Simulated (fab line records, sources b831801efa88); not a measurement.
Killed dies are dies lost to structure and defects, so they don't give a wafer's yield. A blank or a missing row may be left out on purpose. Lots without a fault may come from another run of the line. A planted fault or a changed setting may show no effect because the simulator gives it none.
fab line records | flow sky130
record lots=13 wafers=39 last_day=50
route steps=708 shown NWELL@81 VT_ADJUST_HVTR@138 SONOS_ONO@181
lots that met no fault: from a run of the same line without faults
start_h: hours from the record's first day to the start of the lot's first wafer shown | wait_h: hours since the lot's step before | " the same as in the row above | L1.1+2: a row that stands for several wafers | - no value, or no start given | * or withheld: withheld | < > ~ a bound
route shown NAME@n: a module of which the file shows steps, and the number in the route of the first | usual: mean/standard deviation of fault-free wafers | same: alike in all rows | chamber/n: place in a boat | sites: the reading at each site | _std_site: their standard deviation | _edge_site: outer sites' mean less inner sites' | radius_mm: how far each site lies from the wafer's centre | mask NAME#n: copy n | behind: the tool/chamber that last shaped the wafer | hold: why the lot was held/for how many hours/how that ended | device: the transistor (n, p or np) that didn't switch | end of line: the same wafers' tests at the end of the route | a step without rows: its recipe alone | killed: dies lost to structure and defects at the first sort, not the wafer's yield | map: a wafer's dies, x killed, . not, _ none there
set.NAME: the setting as run; set.NAME@STEP: as run at that earlier step | model.NAME: the simulator's own value behind a step, which no gauge read
steps of the route over a sample of lots; a table a step, a row a wafer
services: from which hour (start_h, from the record's first day; less than 0 if before it) a tool's chamber was out of use, for how many hours, and why
## steps
# step SKY_NWELL_RTA_28
# recipe temp_c=1050 time_s=30 idle_temp_c=650 ramp_up_c_per_s=150 ramp_down_c_per_s=90 ambient=N2
# usual chamber_o2_ppm=1.997/0.023 lamp_power_pct=25.30/0.053 wafer_temp_C_max=1054.8/1
# columns lot.wafer tool chamber start_h wait_h chamber_o2_ppm lamp_power_pct wafer_temp_C_max
L748.1 rtp_anneal-02 0 102.67 0.0 1.975 25.35 1053.7
L748.4 " 0 " " 2.033 25.22 1053.3
L748.5 " 0 " " 1.999 25.34 1053.8
L751.4 rtp_anneal-01 0 123.10 0.1 1.991 25.28 1055.1
L751.5 " 0 " " 1.979 25.27 1055.0
L751.6 " 0 " " 2.008 25.26 1055.5
L752.1 rtp_anneal-02 0 127.95 0.0 2.046 25.31 1054.5
L752.2 " 0 " " 2.003 25.32 1055.2
L752.5 " 0 " " 2.027 25.31 1055.3
L753.1 rtp_anneal-01 0 134.90 0.0 2.010 25.32 1054.9
L753.3 " 0 " " 1.999 25.25 1055.1
L753.6 " 0 " " 2.020 25.30 1055.3
L754.1 rtp_anneal-02 0 141.17 0.0 1.989 25.35 1054.9
L754.4 " 0 " " 1.971 25.36 1054.8
L754.6 " 0 " " 2.021 25.32 1055.6
L755.2 rtp_anneal-01 0 148.27 0.0 2.000 25.29 1054.2
L755.5 " 0 " " 1.975 25.26 1054.2
L755.6 " 0 " " 1.987 25.33 1056.0
L759.1 rtp_anneal-01 0 168.89 0.0 1.960 25.29 1053.6
L759.4 " 0 " " 1.990 25.19 1054.7
L759.5 " 0 " " 2.008 25.28 1055.3
L764.4 rtp_anneal-02 0 203.73 0.1 2.018 25.26 1056.8
L764.5 " 0 " " 2.019 25.19 1055.6
L764.6 " 0 " " 2.026 25.23 1054.8
L765.1 rtp_anneal-02 0 210.06 0.0 2.025 25.34 1053.5
L765.5 " 0 " " 2.022 25.24 1055.9
L765.6 " 0 " " 2.013 25.30 1053.9
L766.2 rtp_anneal-01 0 210.73 0.0 1.998 25.27 1054.4
L766.4 " 0 " " 2.003 25.31 1057.5
L766.5 " 0 " " 1.990 25.30 1056.5
L768.1 rtp_anneal-01 0 225.53 0.0 1.986 25.29 1054.9
L768.3 " 0 " " 1.956 25.31 1058.4
L768.5 " 0 " " 1.971 25.26 1054.4
L770.2 rtp_anneal-01 0 247.47 0.0 1.962 25.26 1055.7
L770.3 " 0 " " 2.020 25.30 1053.9
L770.6 " 0 " " 1.980 25.34 1054.5
L771.2 rtp_anneal-02 0 248.24 0.0 2.000 25.15 1055.9
L771.4 " 0 " " 1.967 25.26 1055.1
L771.5 " 0 " " 1.948 25.29 1054.8
# step SKY_VT_ADJUST_HVTR_CD_MEAS_07
# recipe target_cd_nm=380
# usual cd_nm=380.2/2.6
# columns lot.wafer tool chamber start_h wait_h cd_nm
L748.1 cd_sem-02 - 202.23 0.1 380.7
L748.4 " - " " 381.8
L748.5 " - " " 380.8
L751.4 cd_sem-01 - 226.99 0.1 374.5
L751.5 " - " " 377.2
L751.6 " - " " 376.8
L752.1 cd_sem-01 - 231.82 0.1 382.8
L752.2 " - " " 382.3
L752.5 " - " " 382.1
L753.1 cd_sem-01 - 238.97 0.1 379.9
L753.3 " - " " 379.6
L753.6 " - " " 380.8
L754.1 cd_sem-02 - 249.32 0.1 377.3
L754.4 " - " " 381.6
L754.6 " - " " 382.0
L755.2 cd_sem-02 - 256.38 0.1 381.6
L755.5 " - " " 379.7
L755.6 " - " " 380.8
L759.1 cd_sem-01 - 285.47 0.1 384.6
L759.4 " - " " 384.4
L759.5 " - " " 383.9
L764.4 cd_sem-02 - 326.47 0.1 379.5
L764.5 " - " " 379.8
L764.6 " - " " 380.9
L765.1 cd_sem-02 - 333.97 0.1 375.3
L765.5 " - " " 377.6
L765.6 " - " " 378.9
L766.2 cd_sem-01 - 335.28 0.1 375.9
L766.4 " - " " 377.2
L766.5 " - " " 375.2
L768.1 cd_sem-01 - 352.87 0.1 387.3
L768.3 " - " " 384.9
L768.5 " - " " 385.5
L770.2 cd_sem-02 - 379.98 0.1 377.6
L770.3 " - " " 377.9
L770.6 " - " " 375.6
L771.2 cd_sem-02 - 381.73 0.1 383.5
L771.4 " - " " 380.0
L771.5 " - " " 382.5
# step SKY_VT_ADJUST_HVTR_IMPLANT_09
# recipe species=B energy_kev=10 dose_cm2=2.1e+12 tilt_deg=withheld
# usual dose_ions_cm2=2.1002e+12/2.3e+09 faraday_current_uA=11.86/0.24
# columns lot.wafer tool chamber start_h wait_h dose_ions_cm2 faraday_current_uA
L748.1 implanter-04 0 202.39 0.0 2.1014e+12 11.58
L748.4 " 0 " " 2.102e+12 11.87
L748.5 " 0 " " 2.0979e+12 11.80
L751.4 implanter-04 0 227.17 0.1 2.0979e+12 12.29
L751.5 " 0 " " 2.1001e+12 11.54
L751.6 " 0 " " 2.0986e+12 12.01
L752.1 implanter-04 0 231.98 0.0 2.1018e+12 12.12
L752.2 " 0 " " 2.1034e+12 11.73
L752.5 " 0 " " 2.1015e+12 11.92
L753.1 implanter-03 0 239.13 0.0 2.0998e+12 11.90
L753.3 " 0 " " 2.0994e+12 11.77
L753.6 " 0 " " 2.0984e+12 11.73
L754.1 implanter-04 0 249.48 0.0 2.1005e+12 11.83
L754.4 " 0 " " 2.0998e+12 11.98
L754.6 " 0 " " 2.1015e+12 11.84
L755.2 implanter-02 0 256.54 0.0 2.1012e+12 11.69
L755.5 " 0 " " 2.1039e+12 12.16
L755.6 " 0 " " 2.1012e+12 12.14
L759.1 implanter-03 0 285.63 0.0 2.1042e+12 11.96
L759.4 " 0 " " 2.1006e+12 12.33
L759.5 " 0 " " 2.1035e+12 11.87
L764.4 implanter-03 0 326.64 0.1 7.38e+11 4.11
L764.5 " 0 " " 7.402e+11 4.15
L764.6 " 0 " " 7.384e+11 4.20
L765.1 implanter-02 0 334.13 0.0 2.0999e+12 12.10
L765.5 " 0 " " 2.0987e+12 11.82
L765.6 " 0 " " 2.0981e+12 12.25
L766.2 implanter-03 0 335.44 0.0 7.365e+11 4.14
L766.4 " 0 " " 7.352e+11 4.29
L766.5 " 0 " " 7.405e+11 4.18
L768.1 implanter-04 0 353.03 0.0 2.1045e+12 11.65
L768.3 " 0 " " 2.1015e+12 11.72
L768.5 " 0 " " 2.1015e+12 11.70
L770.2 implanter-02 0 380.15 0.0 2.0989e+12 12.34
L770.3 " 0 " " 2.1004e+12 11.75
L770.6 " 0 " " 2.1004e+12 11.76
L771.2 implanter-04 0 381.89 0.0 2.1022e+12 11.40
L771.4 " 0 " " 2.1035e+12 11.88
L771.5 " 0 " " 2.1024e+12 11.97
# step SKY_VT_ADJUST_HVTR_TW_MEAS_11
# usual VT_ADJUST_HVTR_TW=209.8/1.5
# columns lot.wafer tool chamber start_h wait_h VT_ADJUST_HVTR_TW
L748.1 film_metro-04 - 202.64 0.1 209.2
L748.4 " - " " 209.2
L748.5 " - " " 209.8
L751.4 film_metro-03 - 227.37 0.1 211.6
L751.5 " - " " 211.2
L751.6 " - " " 211.2
L752.1 film_metro-04 - 232.23 0.1 208.8
L752.2 " - " " 208.3
L752.5 " - " " 208.6
L753.1 film_metro-04 - 239.38 0.1 208.0
L753.3 " - " " 208.9
L753.6 " - " " 208.6
L754.1 film_metro-04 - 249.73 0.1 209.4
L754.4 " - " " 208.9
L754.6 " - " " 209.6
L755.2 film_metro-04 - 256.77 0.1 208.5
L755.5 " - " " 209.1
L755.6 " - " " 210.5
L759.1 film_metro-02 - 285.88 0.1 209.6
L759.4 " - " " 209.4
L759.5 " - " " 210.5
L764.4 film_metro-04 - 326.84 0.1 155.4
L764.5 " - " " 155.9
L764.6 " - " " 155.9
L765.1 film_metro-04 - 334.38 0.1 208.7
L765.5 " - " " 208.0
L765.6 " - " " 209.0
L766.2 film_metro-03 - 335.67 0.1 158.0
L766.4 " - " " 159.3
L766.5 " - " " 158.9
L768.1 film_metro-04 - 353.28 0.1 208.5
L768.3 " - " " 208.4
L768.5 " - " " 209.5
L770.2 film_metro-03 - 380.39 0.1 211.2
L770.3 " - " " 212.3
L770.6 " - " " 211.0
L771.2 film_metro-03 - 382.12 0.1 212.5
L771.4 " - " " 211.7
L771.5 " - " " 211.7
# step SKY_SONOS_ONO_CD_MEAS_13
# recipe target_cd_nm=410
# usual cd_nm=410.5/2.4
# columns lot.wafer tool chamber start_h wait_h cd_nm
L748.1 cd_sem-01 - 278.12 0.1 405.3
L748.4 " - " " 409.2
L748.5 " - " " 407.0
L751.4 cd_sem-01 - 307.77 0.1 409.1
L751.5 " - " " 409.1
L751.6 " - " " 405.5
L752.1 cd_sem-01 - 314.16 0.1 405.2
L752.2 " - " " 407.1
L752.5 " - " " 408.7
L753.1 cd_sem-02 - 318.62 0.1 410.9
L753.3 " - " " 411.7
L753.6 " - " " 412.7
L754.1 cd_sem-02 - 333.23 0.1 408.1
L754.4 " - " " 410.6
L754.6 " - " " 411.5
L755.2 cd_sem-02 - 341.34 0.1 409.6
L755.5 " - " " 410.0
L755.6 " - " " 405.3
L759.1 cd_sem-01 - 372.02 0.1 412.6
L759.4 " - " " 409.2
L759.5 " - " " 410.3
L764.4 cd_sem-02 - 421.87 0.1 412.6
L764.5 " - " " 411.0
L764.6 " - " " 413.0
L765.1 cd_sem-02 - 425.78 0.1 408.2
L765.5 " - " " 408.3
L765.6 " - " " 409.9
L766.2 cd_sem-01 - 428.58 0.1 409.9
L766.4 " - " " 412.1
L766.5 " - " " 411.6
L768.1 cd_sem-01 - 458.13 0.1 410.2
L768.3 " - " " 412.0
L768.5 " - " " 412.1
L770.2 cd_sem-02 - 474.25 0.1 410.4
L770.3 " - " " 412.1
L770.6 " - " " 412.7
L771.2 cd_sem-02 - 482.91 0.2 409.8
L771.4 " - " " 409.0
L771.5 " - " " 410.8
## services
# columns tool chamber start_h hours kind
implanter-04 - 102.99 1.7 repair
implanter-02 - 164.02 9.3 repair
implanter-04 - 234.45 1.7 repair
implanter-03 - 321.66 4.8 pm
implanter-02 - 329.49 3.0 pm
implanter-02 - 346.94 1.5 repair
implanter-02 - 371.49 2.4 repair
## key
first_sign step=SKY_VT_ADJUST_HVTR_IMPLANT_09 reading=dose_ions_cm2 direction=down sigmas=99+ usual=* struck=*
effect step=SKY_VT_ADJUST_HVTR_IMPLANT_09 reading=faraday_current_uA direction=down sigmas=33 usual=11.86 struck=4.18
effect step=SKY_VT_ADJUST_HVTR_TW_MEAS_11 reading=VT_ADJUST_HVTR_TW direction=down sigmas=35 usual=209.8 struck=157.2
met_at SKY_VT_ADJUST_HVTR_IMPLANT_09
struck_lots L764,L766
tester_left_out L764,L766
not_acting_at SKY_NWELL_RTA_28,SKY_VT_ADJUST_HVTR_CD_MEAS_07,SKY_SONOS_ONO_CD_MEAS_13
onset_between 285.63 326.64
fault kind=process_parameter_drift tool=implanter-03 chamber=- onset_h=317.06 steps=SKY_VT_ADJUST_HVTR_IMPLANT_09 channel=dose_cm2 offset=* shape=step end_h=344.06 acts_in=* stated=*
# tester_left_out: of these lots the tester's yield and bins aren't shown, on N5 and GAA mostly nor the transistor test; their killed dies are dies lost to structure and defects alone, not to doping, threshold or leakage, so they don't give the yield
